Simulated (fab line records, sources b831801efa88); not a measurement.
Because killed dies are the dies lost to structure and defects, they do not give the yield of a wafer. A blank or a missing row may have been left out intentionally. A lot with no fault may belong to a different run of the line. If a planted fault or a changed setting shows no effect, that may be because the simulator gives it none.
Which tool did it? ; flow sky130 ; 6 lots, 18 wafers sampled, at 2 steps of a route of 708

## WHAT EACH GAUGE READ, for each wafer
SKY_VT_ADJUST_LVTN_OVL_MEAS_18.
lot;measured;on;VT_ADJUST_LVTN_01_OVL (nm)
L161;day 7 19:35;overlay-01;-1.3 -0.7 -0.7
L167;day 9 23:41;overlay-02;0.7 -1.5 1.6
L169;day 10 22:29;overlay-01;272.4 273.4 273.5
L171;day 10 23:06;overlay-01;271.2 272.0 270.0
L180;day 13 09:35;overlay-02;-1.1 -0.2 -1.9
L183;day 14 07:22;overlay-02;-0.3 1.6 -0.9

## WHAT TOOL EACH LOT RAN ON (gives the tool, then ch and the chambers of the sampled wafers, and finally the start)
lot;SKY_VT_ADJUST_LVTN_EXPOSE_15
L161;iline_stepper-01 ch 0, day 7 10:11
L167;iline_stepper-01 ch 0, day 9 12:56
L169;iline_stepper-02 ch 0, day 10 11:04
L171;iline_stepper-02 ch 0, day 10 12:18
L180;iline_stepper-01 ch 0, day 12 20:56
L183;iline_stepper-01 ch 0, day 13 18:52
- SKY_VT_ADJUST_LVTN_EXPOSE_15: exposes mask HVN STD DERIVED, target cd 600 nm.

## THE ANSWER, worked out from the rows above alone
Rule: the lots themselves supply what counts as usual. The widest of any qualifying gaps counts: lots, ordered by their means at a reading, are off when they make up no more than a third of the lots, leave a main group of 4 or more, and stand apart from it by 3 or more times the standard deviation of that group's means. A main group whose means are all the same, to the digits that the tables above print for the reading, isn't used. A lot without any number at a reading at which 4 lots or more have one is off too. The other lots that the step has rows for count as sound.
Off: L169, L171, at SKY_VT_ADJUST_LVTN_OVL_MEAS_18 (VT_ADJUST_LVTN_01_OVL). The main group has a mean of -0.4 nm with a standard deviation of 0.6.
If a tool, at a process step before that reading, ran all the lots that are off and no sound lot after the first of them, it fits. Those tools and the gauges at SKY_VT_ADJUST_LVTN_OVL_MEAS_18 are tried in the same way. Undecided on this evidence; 2 tools fit (iline_stepper-02 at SKY_VT_ADJUST_LVTN_EXPOSE_15, overlay-01 at SKY_VT_ADJUST_LVTN_OVL_MEAS_18).

## WHAT THE SIMULATOR HAD PUT IN
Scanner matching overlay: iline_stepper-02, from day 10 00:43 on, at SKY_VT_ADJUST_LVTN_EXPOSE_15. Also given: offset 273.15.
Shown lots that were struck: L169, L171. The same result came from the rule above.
